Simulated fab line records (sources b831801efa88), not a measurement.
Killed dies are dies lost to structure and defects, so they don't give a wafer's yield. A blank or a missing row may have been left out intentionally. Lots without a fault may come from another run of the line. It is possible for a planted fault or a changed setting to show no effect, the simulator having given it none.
Code-filled problem report in 8D (eight disciplines) form -- flow gf180mcu -- the parts of the form that need people (team, actions taken, sign-off) are left out

1. THE PROBLEM
At GF_V3_CMP_04, time_to_endpoint_s averages 14 s over 4 wafers from 2 lots, while fault-free wafers read 79 s, standard deviation 6. That is -11 standard deviations from the usual mean.
The step: polishes SiO2.
Earliest sighting: wafer L797.4 on cmp-01 at day 27 10:22. At this step, 42 wafers from 14 lots have a number in the record. The rule behind "out" and "out of limits": a value lying over 4 standard deviations away from the usual mean. All remaining wafers that have a number are taken as sound.

2. WHAT THIS IS AND IS NOT
question,is,is not
which readings at this step,time_to_endpoint_s,"edge_zone_pressure_frac, motor_current_A"
which lots,"L797, L798","L780, L781, L783, L784, L787, L788, L790, L791, L792, L795, L796, L801"
which wafers of those lots,"L797.4, L797.5, L798.3, L798.6","L797.1, L798.4"
read on which tools,cmp-01,cmp-02
when,from day 27 10:22,"up to then (34 sound wafers); but 4 sound wafers of L798, L801 came after"

3. WHAT RULES OUT EACH SUSPECT
Counting: a tool at a process step up to the reading stays a suspect if it ran every lot that is out. Sound lots after the first of them don't rule it out here, since some wafers of a struck lot are sound.
- pvd_sputter-01 at GF_M3_SPUTTER_02 (material AlCu, target thk 450 nm, time 23.9 s): kept. Ran every lot that is out, first one L797 (day 26 12:55); last sound lot up to then L792 (day 24 22:20).
- cmp-01 at GF_V3_CMP_04 (polishes SiO2): kept. Ran every lot that is out, first one L797 (day 27 10:22); last sound lot up to then L795 (day 26 23:50). Its own readings are out on those wafers: time_to_endpoint_s.
- At GF_V3_CMP_04, inside cmp-01: chamber 0 took the wafers that are out, while their sound lot-mates went through chambers 1, 3.
The count leaves cmp-01 at GF_V3_CMP_04 and pvd_sputter-01 at GF_M3_SPUTTER_02.

4. THE CAUSE (what the simulator had put in)
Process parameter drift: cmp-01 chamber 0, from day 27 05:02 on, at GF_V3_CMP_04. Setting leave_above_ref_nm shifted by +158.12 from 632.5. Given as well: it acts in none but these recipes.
Counting leaves 2 suspects; this tool is one of them.

5. SEQUENCE OF EFFECTS, ordered by route
One row per reading whose mean, taken over the struck wafers that have a number, lies over 3 standard deviations from the usual. Readings are gone through only where the record gives a usual standard deviation; hours: the median, over the lots, of the time from a lot's start at the first step in this table giving one to that lot's start at this step; sigmas: the change measured in usual standard deviations.
hours,step,reading,usual,on struck wafers,change,sigmas
0,GF_V3_CMP_04,time_to_endpoint_s,79 s,14,-64,-11
-,GF_V3_ETCH_17,oes_product_au,0.856 a.u.,0.973,+0.117,+25
The process steps in it:
- GF_V3_CMP_04: polishes SiO2.
- GF_V3_ETCH_17: etches SiO2 in C4F8/O2/Ar, stops on TiN, target depth 635 nm.

6. WHAT WOULD HAVE CAUGHT IT SOONER
In this record the first reading out of limits was taken at day 27 10:22, 5 hours after the fault began at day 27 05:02.
